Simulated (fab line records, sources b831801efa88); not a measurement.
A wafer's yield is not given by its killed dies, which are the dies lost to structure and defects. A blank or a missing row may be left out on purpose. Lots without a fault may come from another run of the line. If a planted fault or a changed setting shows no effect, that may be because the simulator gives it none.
Struck lot and sound lot, side by side	flow gf180mcu	17 steps out of a route of 602
Sound: the wafers L269.2, L269.3, L269.4. Wafers L277.1, L277.3, L277.4 were the ones struck. Last of all comes the cause.
Each step with rows lists, per side, the tool, then ch with its chambers, then its first start. Under that, the readings that differ: sound wafers	struck wafers	difference of the means	sigmas: that difference in standard deviations of wafers without a fault.
alike: readings with means less than 2 such deviations apart, plus words and numbers identical on both sides. not compared: withheld readings, readings lacking a value on some wafer, bounds such as >300 that could conceal the same value, and numbers that have no deviation in the record and whose values overlap.
Wherever a step has rows on one side only, a row that says differs or no value, or a row with sigmas, the two part there. Numbers that have no deviation but don't overlap get no sigmas and don't part them. A reading that every wafer of one side lacks parts them only if that side has two wafers or more.

first, 2 steps without rows for these wafers: GF_CONTACT_PEB_12 (peb time 90 s); GF_CONTACT_DEVELOP_13 (develop time 60 s).
GF_CONTACT_CD_MEAS_14 targets a cd of 220 nm.
  sound on cd sem-01, day 18 09:47; struck on cd sem-02, day 21 05:39
  alike: cd nm
GF_CONTACT_OVL_MEAS_15:
  sound on overlay-02, day 18 09:53; struck on overlay-01, day 21 05:46
  alike: CONTACT_OVL
then, 1 step without rows for these wafers: GF_CONTACT_ETCH_16 (etches BARC in N2/H2).
GF_CONTACT_ETCH_17: etches SiO2 in C4F8/O2/Ar, stops on CoSi2, target depth 860 nm.
  sound on rie diel-01 ch 0,1,3; struck on rie diel-04 ch 1,2,3
  alike: oes product au
GF_CONTACT_STRIP_18: strips in O2/N2.
  sound on plasma asher-01 ch 0,1, day 18 10:05; struck on plasma asher-04 ch 0,1, day 21 05:58
  alike: drypump motor current A, heater power w, oes product au
  not compared: rf hours counter h
then, 3 steps without rows for these wafers: GF_CONTACT_CLEAN_19 (cleans in SPM); GF_CONTACT_CLEAN_20 (cleans in DIW); GF_CONTACT_CLEAN_21 (cleans in dHF, time 20 s).
GF_CONTACT_SPUTTER_22: material Ti, target thk 15 nm, time 80.02 s.
  sound on pvd sputter-01, day 18 10:24; struck on pvd sputter-02, day 21 06:16
  alike: throttle valve pct
GF_CONTACT_SPUTTER_23: material TiN, target thk 10 nm, time 40 s.
  sound on pvd sputter-01, day 18 10:28; struck on pvd sputter-02, day 21 06:20
  alike: throttle valve pct
GF_CONTACT_CVD_24: deposits W, target thk 300 nm, time 90.339 s.
  sound on cvd w-02 ch 0,1, day 18 10:30; struck on cvd w-02 ch 0,1, day 21 06:22
reading	sound	struck	difference	sigmas
susceptor temp C (C)	400.14 399.95 399.98	391.82 392.13 392.25	-7.96	-36
model.W_of_CONTACT_CVD_24.thk nm (nm)	299.5 301.5 298.7	263.6 264 261.8	-36.8	
  alike: heater power outer w, heater power w
GF_CONTACT_RS_MEAS_25: uses a four-point probe to measure.
  sound on film metro-01, day 18 10:37; struck on film metro-04, day 21 06:28
reading	sound	struck	difference	sigmas
CONTACT_W_RS (ohm/sq)	0.384 0.380 0.384	0.436 0.435 0.439	+0.054	+11
GF_CONTACT_THK_MEAS_26: measures by xrf.
  sound on film metro-01, day 18 10:44; struck on film metro-04, day 21 06:35
reading	sound	struck	difference	sigmas
CONTACT_W_THK (nm)	294 296 293	261 263 259	-33	-8
GF_CONTACT_CMP_27: polishes, stops on SiO2, t overpolish 15 s, target thk 0 nm.
  sound on cmp-02 ch 0,2,3, day 18 10:51; struck on cmp-01 ch 0,2,3, day 21 06:38
reading	sound	struck	difference	sigmas
time to endpoint s (s)	75 73 74	65 63 64	-10	-3
  alike: motor current A
GF_M1_SPUTTER_00: material Ti, target thk 37.5 nm, time 150 s.
  sound on pvd sputter-03, day 18 11:09; struck on pvd sputter-01, day 21 06:56
  alike: throttle valve pct

== WHERE THEY PART ==
Last at GF_CONTACT_CMP_27 as far as this record goes, first at GF_CONTACT_CVD_24. Later steps at which nothing parts them and some readings are alike: GF_M1_SPUTTER_00.

WHY: what had been put in by the simulator
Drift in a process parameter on cvd w-02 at GF_CONTACT_CVD_24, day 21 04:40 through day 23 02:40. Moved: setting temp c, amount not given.
